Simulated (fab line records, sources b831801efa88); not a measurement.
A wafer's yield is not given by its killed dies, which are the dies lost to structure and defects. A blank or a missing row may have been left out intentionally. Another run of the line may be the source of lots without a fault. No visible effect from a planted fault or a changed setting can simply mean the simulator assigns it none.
Which tool was responsible? -- flow sky130 -- 36 wafers from 12 lots sampled at 2 of the route's 708 steps

## WHAT THE GAUGES READ, wafer by wafer
SKY_VIA1_BOW_MEAS_03.
lot,measured,on,VIA1_BOW (um)
L075,day 34 00:02,film_metro-04,70 85 80
L077,day 34 02:09,film_metro-01,82 86 83
L078,day 34 08:28,film_metro-01,92 101 89
L081,day 35 05:07,film_metro-02,81 84 73
L084,day 35 19:04,film_metro-02,72 88 73
L085,day 36 00:46,film_metro-04,74 74 72
L087,day 37 03:49,film_metro-01,78 85 92
L089,day 37 13:52,film_metro-02,79 69 88
L091,day 38 03:59,film_metro-02,75 84 86
L093,day 38 23:40,film_metro-04,73 80 74
L095,day 40 04:29,film_metro-02,97 82 81
L096,day 41 06:55,film_metro-02,71 72 79

## WHAT TOOL EACH LOT RAN ON (gives the tool, then ch and the chambers of the sampled wafers, and finally the start)
lot,SKY_METAL1_SPUTTER_03
L075,"pvd_sputter-01, day 32 19:07"
L077,"pvd_sputter-04, day 32 21:28"
L078,"pvd_sputter-02, day 33 04:22"
L081,"pvd_sputter-02, day 34 00:41"
L084,"pvd_sputter-04, day 34 15:29"
L085,"pvd_sputter-01, day 34 21:37"
L087,"pvd_sputter-01, day 35 23:59"
L089,"pvd_sputter-01, day 36 09:22"
L091,"pvd_sputter-01, day 37 00:39"
L093,"pvd_sputter-01, day 37 21:01"
L095,"pvd_sputter-02, day 39 02:19"
L096,"pvd_sputter-04, day 39 19:42"
- SKY_METAL1_SPUTTER_03: material Ti, target thk 5 nm, time 3.3 s.

## THE ANSWER, worked out from the rows above alone
Rule: usual is defined by the lots themselves. Put in order of their means at a reading, lots are off if they are a third of the lots or fewer, leave a main group of 4 or more, and stand apart from it by a gap of 3 or more times the standard deviation of the main group's means; of several such gaps the widest counts. The tables above print the reading to a certain number of digits; a main group whose means all agree to those digits is not used. Also off: a lot with no number at a reading for which 4 or more lots have one. Any other lot the step has rows for is counted as sound.
None of the lots is off at any reading shown; this tells nothing.

## WHAT THE SIMULATOR HAD INSERTED
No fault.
